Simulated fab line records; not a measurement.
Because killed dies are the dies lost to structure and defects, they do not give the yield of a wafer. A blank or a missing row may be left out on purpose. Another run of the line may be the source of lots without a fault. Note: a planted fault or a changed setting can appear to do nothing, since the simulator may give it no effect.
Which of the tools did it? -- flow sky130 -- 30 wafers from 10 lots sampled at 6 of the route's 708 steps

## WHAT THE GAUGES SHOWED, per wafer
SKY_CAPM_OVL_MEAS_12.
lot,measured,on,CAPM_OVL (nm)
L543,day 39 16:53,overlay-02,-1.4 -0.4 0.2
L545,day 39 20:29,overlay-02,-3.1 -2.0 -2.0
L547,day 40 16:03,overlay-02,-3.5 -3.3 -2.4
L548,day 40 20:26,overlay-02,-3.9 -1.9 -2.8
L550,day 41 11:22,overlay-01,-0.1 0.1 -1.2
L553,day 42 12:44,overlay-02,-1.7 -1.5 -2.8
L557,day 43 05:09,overlay-02,-0.8 -1.1 -1.1
L558,day 43 08:47,overlay-01,0.4 -0.4 0.5
L559,day 43 17:22,overlay-01,-1.8 -0.9 -1.1
L564,day 44 13:08,overlay-01,0.1 1.4 -1.3

SKY_VIA3_THK_MEAS_01.
lot,measured,on,VIA3_HDPCVD_THK (nm)
L543,day 40 20:05,filmMetro-02,1689 1676 1659
L545,day 40 23:40,filmMetro-02,1633 1682 1650
L547,day 41 18:58,filmMetro-02,1648 1674 1652
L548,day 41 22:28,filmMetro-03,1610 1622 1630
L550,day 42 12:45,filmMetro-03,1634 1658 1659
L553,day 43 11:44,filmMetro-02,1629 1598 1614
L557,day 44 02:25,filmMetro-01,1621 1645 1632
L558,day 44 05:50,filmMetro-01,1617 1613 1596
L559,day 44 14:05,filmMetro-01,1626 1651 1633
L564,day 45 14:23,filmMetro-02,1633 1656 1645

SKY_VIA3_BOW_MEAS_03.
lot,measured,on,VIA3_BOW (um)
L543,day 40 20:27,filmMetro-01,57 75 70
L545,day 41 00:02,filmMetro-01,86 74 74
L547,day 41 19:20,filmMetro-01,82 83 90
L548,day 41 22:49,filmMetro-02,77 75 65
L550,day 42 13:07,filmMetro-02,77 82 85
L553,day 43 12:08,filmMetro-02,81 81 95
L557,day 44 02:48,filmMetro-01,83 106 88 - - -
L558,day 44 06:13,filmMetro-02,107 85 82 - - -
L559,day 44 14:27,filmMetro-01,87 101 90
L564,day 45 14:44,filmMetro-03,79 94 91

## EACH LOT AND THE TOOL THAT RAN IT (in order: tool; ch and the chambers of the sampled wafers; start)
lot,SKY_METAL3_SPUTTER_02,SKY_METAL3_ETCH_16,SKY_METAL3_METAL_ETCH_18
L543,"pvdSputter-03, day 38 15:17","rieMetal-02 ch 0,1, day 40 18:58","rieMetal-04 ch 0,1, day 40 19:05"
L545,"pvdSputter-01, day 38 19:10","rieMetal-02 ch 0, day 40 22:37","rieMetal-04 ch 1, day 40 22:44"
L547,"pvdSputter-01, day 39 14:34","rieMetal-04 ch 0,1, day 41 17:46","rieMetal-01 ch 0,1, day 41 17:54"
L548,"pvdSputter-03, day 39 19:46","rieMetal-02 ch 0, day 41 21:19","rieMetal-04 ch 0,1, day 41 21:26"
L550,"pvdSputter-03, day 40 11:31","rieMetal-04 ch 0,1, day 42 11:42","rieMetal-02 ch 0,1, day 42 11:49"
L553,"pvdSputter-04, day 41 13:52","rieMetal-04 ch 0,1, day 43 10:39","rieMetal-01 ch 0,1, day 43 10:47"
L557,"pvdSputter-03, day 42 06:55","rieMetal-02 ch 0,1, day 44 01:23","rieMetal-04 ch 0,1, day 44 01:31"
L558,"pvdSputter-03, day 42 10:55","rieMetal-04 ch 0, day 44 04:46","rieMetal-01 ch 0,1, day 44 04:53"
L559,"pvdSputter-03, day 42 21:11","rieMetal-04 ch 0,1, day 44 13:01","rieMetal-02 ch 0,1, day 44 13:08"
L564,"pvdSputter-04, day 43 18:31","rieMetal-01 ch 0,1, day 45 13:19","rieMetal-02 ch 0,1, day 45 13:26"
- SKY_METAL3_SPUTTER_02: material AlCu, target thk 735 nm, time 39.1 s.
- SKY_METAL3_ETCH_16: etches BARC in N2/H2, stops on SiO2, time 88.2 s, target depth 60 nm.
- SKY_METAL3_METAL_ETCH_18: etches the open film in Cl2/BCl3, stops on SiO2, target depth 845 nm, time 183.1 s.

## AS READ BY THE TOOLS THEMSELVES (means over the sampled wafers that have a number; for cases with no such wafer, the mark the record gives instead)
SKY_METAL3_SPUTTER_02.
lot,tool,throttleValvePct (%)
L543,pvdSputter-03,29.7
L545,pvdSputter-01,29.9
L547,pvdSputter-01,29.9
L548,pvdSputter-03,30.0
L550,pvdSputter-03,30.5
L553,pvdSputter-04,30.8
L557,pvdSputter-03,29.4
L558,pvdSputter-03,30.2
L559,pvdSputter-03,30.2
L564,pvdSputter-04,30.5

SKY_METAL3_ETCH_16.
lot,tool,drypumpMotorCurrentA (A),oesProductAu (a.u.),throttleValvePct (%)
L543,rieMetal-02,5.3,0.627,13.205
L545,rieMetal-02,5.0,0.627,13.211
L547,rieMetal-04,5.4,0.631,13.198
L548,rieMetal-02,5.0,0.622,13.197
L550,rieMetal-04,5.4,0.629,13.211
L553,rieMetal-04,5.6,0.623,13.202
L557,rieMetal-02,5.3,0.624,13.210
L558,rieMetal-04,5.2,0.629,13.213
L559,rieMetal-04,5.6,0.619,13.215
L564,rieMetal-01,5.3,0.628,13.205

SKY_METAL3_METAL_ETCH_18.
lot,tool,drypumpMotorCurrentA (A),oesProductAu (a.u.),throttleValvePct (%)
L543,rieMetal-04,5.6,0.867,22.263
L545,rieMetal-04,5.8,0.873,22.262
L547,rieMetal-01,5.8,0.862,22.261
L548,rieMetal-04,5.6,0.856,22.251
L550,rieMetal-02,5.3,0.861,22.261
L553,rieMetal-01,5.8,0.866,22.265
L557,rieMetal-04,5.6,0.792,22.259
L558,rieMetal-01,5.8,0.794,22.271
L559,rieMetal-02,5.3,0.719,22.255
L564,rieMetal-02,5.7,0.866,22.261

## THE ANSWER, worked out from the rows above alone
Rule: the lots themselves supply what counts as usual. Put in order of their means at a reading, lots are off if they are a third of the lots or fewer, leave a main group of 4 or more, and stand apart from it by a gap of 3 or more times the standard deviation of the main group's means; of several such gaps the widest counts. Not used: any main group whose means are identical at the precision the tables above print for the reading. A lot without any number at a reading at which 4 lots or more have one is off too. All remaining lots with rows at the step are treated as sound. First the gauges in route order, then the tools' own readings, where a lot's mean is used as printed above. The first step at which some lot is off is used, and at that step the reading that is off furthest; a lot without a number counts as furthest.
Off at SKY_METAL3_METAL_ETCH_18 (oesProductAu): L557, L558, L559. Main group: mean 0.864 a.u., sd 0.005.
If a tool, at that step or one of the process steps before it, ran each lot that is off and ran no sound lot following the first of them, it fits. One fits: SKY_METAL3_SPUTTER_02 on pvdSputter-03. Its last sound lot is L550 (day 40 11:31), its first lot that is off L557 (day 42 06:55): a fault that began between those two fits.

## WHAT THE SIMULATOR HAD INSERTED
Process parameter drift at SKY_METAL3_SPUTTER_02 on pvdSputter-03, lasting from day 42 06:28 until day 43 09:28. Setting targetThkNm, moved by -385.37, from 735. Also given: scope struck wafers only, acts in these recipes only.
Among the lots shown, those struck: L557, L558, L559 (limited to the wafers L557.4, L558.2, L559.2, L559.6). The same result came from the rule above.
